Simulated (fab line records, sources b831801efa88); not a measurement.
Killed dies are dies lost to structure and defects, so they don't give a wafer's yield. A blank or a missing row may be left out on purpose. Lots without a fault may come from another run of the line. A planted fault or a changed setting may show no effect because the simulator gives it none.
Which tool did it? | flow sky130 | 12 lots, 36 wafers sampled, at 4 steps of a route of 708

WHAT THE GAUGES READ, wafer by wafer
SKY_LDD_P_TW_MEAS_11.
lot  | measured     | on            | LDD_P_TW
L588 | day 19 08:15 | film_metro-04 | 641 639 634
L589 | day 19 14:26 | film_metro-03 | 626 626 626
L590 | day 19 22:37 | film_metro-04 | 639 638 632
L591 | day 20 13:08 | film_metro-03 | 628 627 626
L595 | day 22 03:09 | film_metro-04 | 630 631 629
L598 | day 23 06:32 | film_metro-04 | 631 628 630
L599 | day 23 12:52 | film_metro-03 | 624 628 627
L600 | day 23 21:56 | film_metro-02 | 603 606 605
L601 | day 24 05:35 | film_metro-04 | 596 597 599
L602 | day 24 10:55 | film_metro-03 | 625 624 624
L609 | day 27 01:08 | film_metro-04 | 635 635 633
L610 | day 27 07:24 | film_metro-03 | 627 628 627

SKY_LDD_HVN_OVL_MEAS_07.
lot  | measured     | on         | LDD_HVN_OVL (nm)
L588 | day 20 14:38 | overlay-01 | -1.1 -2.3 -0.6
L589 | day 20 19:53 | overlay-02 | 2.4 -0.3 2.0
L590 | day 21 05:07 | overlay-02 | -0.8 -0.3 -1.2
L591 | day 21 19:13 | overlay-02 | 1.2 0.2 2.9
L595 | day 23 09:14 | overlay-02 | 0.5 -0.9 0.6
L598 | day 24 12:57 | overlay-02 | 1.7 1.1 1.9
L599 | day 24 18:07 | overlay-01 | -2.3 -0.1 -1.6
L600 | day 25 03:09 | overlay-01 | -2.9 0.4 -1.9
L601 | day 25 10:55 | overlay-02 | 1.7 -1.8 1.6
L602 | day 25 15:46 | overlay-02 | 0.8 -0.2 0.6
L609 | day 28 05:39 | overlay-02 | 1.0 -0.2 -0.9
L610 | day 28 10:55 | overlay-02 | -0.9 -0.9 0.1

SKY_POLY_CUT_OVL_MEAS_09.
lot  | measured     | on         | POLY_CUT_OVL (nm)
L588 | day 24 10:20 | overlay-01 | 2 -3 -2
L589 | day 24 15:48 | overlay-02 | -6 -6 -2
L590 | day 25 02:02 | overlay-01 | 2 -5 5
L591 | day 25 15:19 | overlay-01 | -7 1 -3
L595 | day 27 02:36 | overlay-01 | -5 -4 2
L598 | day 28 06:45 | overlay-02 | -4 -2 -10
L599 | day 28 12:17 | overlay-02 | -2 -4 -7
L600 | day 28 19:49 | overlay-02 | -1 -10 -7
L601 | day 29 03:25 | overlay-02 | -13 -11 -4
L602 | day 29 07:56 | overlay-02 | 0 -2 -7
L609 | day 31 20:10 | overlay-01 | -2 1 -8
L610 | day 32 02:14 | overlay-01 | -4 -8 -4

WHICH TOOL RAN EACH LOT (tool, then ch and the chambers of the sampled wafers, then the start)
lot  | SKY_LDD_P_IMPLANT_09
L588 | implanter-03 ch 0, day 19 08:02
L589 | implanter-04 ch 0, day 19 14:12
L590 | implanter-04 ch 0, day 19 22:25
L591 | implanter-01 ch 0, day 20 12:53
L595 | implanter-04 ch 0, day 22 02:56
L598 | implanter-03 ch 0, day 23 06:17
L599 | implanter-01 ch 0, day 23 12:38
L600 | implanter-04 ch 0, day 23 21:41
L601 | implanter-04 ch 0, day 24 05:20
L602 | implanter-01 ch 0, day 24 10:41
L609 | implanter-03 ch 0, day 27 00:53
L610 | implanter-03 ch 0, day 27 07:10
- SKY_LDD_P_IMPLANT_09

WHAT THE TOOLS THEMSELVES READ (means of the sampled wafers that have a number; where no wafer has one, the mark that the record gives instead)
SKY_LDD_P_IMPLANT_09.
lot  | tool         | dose_ions_cm2 | end_station_pressure_torr (Torr) | faraday_current_uA
L588 | implanter-03 | 9.995e+12     | 4.88e-06                         | 56.1
L589 | implanter-04 | 9.995e+12     | 5.32e-06                         | 56.6
L590 | implanter-04 | 1.000e+13     | 5.03e-06                         | 56.2
L591 | implanter-01 | 1.000e+13     | 5.07e-06                         | 56.6
L595 | implanter-04 | 9.991e+12     | 5.12e-06                         | 56.4
L598 | implanter-03 | 1.000e+13     | 4.96e-06                         | 56.2
L599 | implanter-01 | 1.000e+13     | 5.27e-06                         | 56.6
L600 | implanter-04 | 8.617e+12     | 5.04e-06                         | 48.3
L601 | implanter-04 | 8.620e+12     | 5.04e-06                         | 48.5
L602 | implanter-01 | 1.001e+13     | 5.10e-06                         | 55.3
L609 | implanter-03 | 9.992e+12     | 5.12e-06                         | 55.7
L610 | implanter-03 | 1.000e+13     | 4.97e-06                         | 57.5

THE ANSWER, worked out from the rows above alone
Rule: what is usual is taken from the lots themselves. Put in order of their means at a reading, lots are off if they are a third of the lots or fewer, leave a main group of 4 or more, and stand apart from it by a gap of 3 or more times the standard deviation of the main group's means; of several such gaps the widest counts. A main group whose means are all the same, to the digits that the tables above print for the reading, isn't used. A lot without any number at a reading at which 4 lots or more have one is off too. The other lots that the step has rows for count as sound. The gauges are gone through in route order, then the tools' own readings, and for those a lot's mean is taken as printed above. The first step at which some lot is off is used, and at that step the reading that is off furthest; a lot without a number counts as furthest.
Off: L600, L601, at SKY_LDD_P_TW_MEAS_11 (LDD_P_TW). The main group: mean 630, standard deviation 4.5.
A tool fits if, at a process step before that reading, it ran every lot that is off, and no sound lot after the first of them. The gauges at SKY_LDD_P_TW_MEAS_11 aren't tried: what is off there is off at SKY_LDD_P_IMPLANT_09 too, on other tools, and a gauge's error can't cause that. One fits: implanter-04 at SKY_LDD_P_IMPLANT_09. Its last sound lot is L595 (day 22 02:56), its first lot that is off L600 (day 23 21:41): a fault that began between those two fits.
The tool's own readings at SKY_LDD_P_IMPLANT_09 bear it out: on the lots that are off they differ by more than 5 times the standard deviation of the sound lots' means. dose_ions_cm2 reads 8.618e+12 there against 9.998e+12 on the sound lots; faraday_current_uA reads 48.4 there against 56.3 on the sound lots.

WHAT THE SIMULATOR HAD PUT IN
Process parameter drift: implanter-04, from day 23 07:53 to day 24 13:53, at SKY_LDD_P_IMPLANT_09. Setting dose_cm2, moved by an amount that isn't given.
Lots struck among those shown: L600, L601. The rule above found the same.
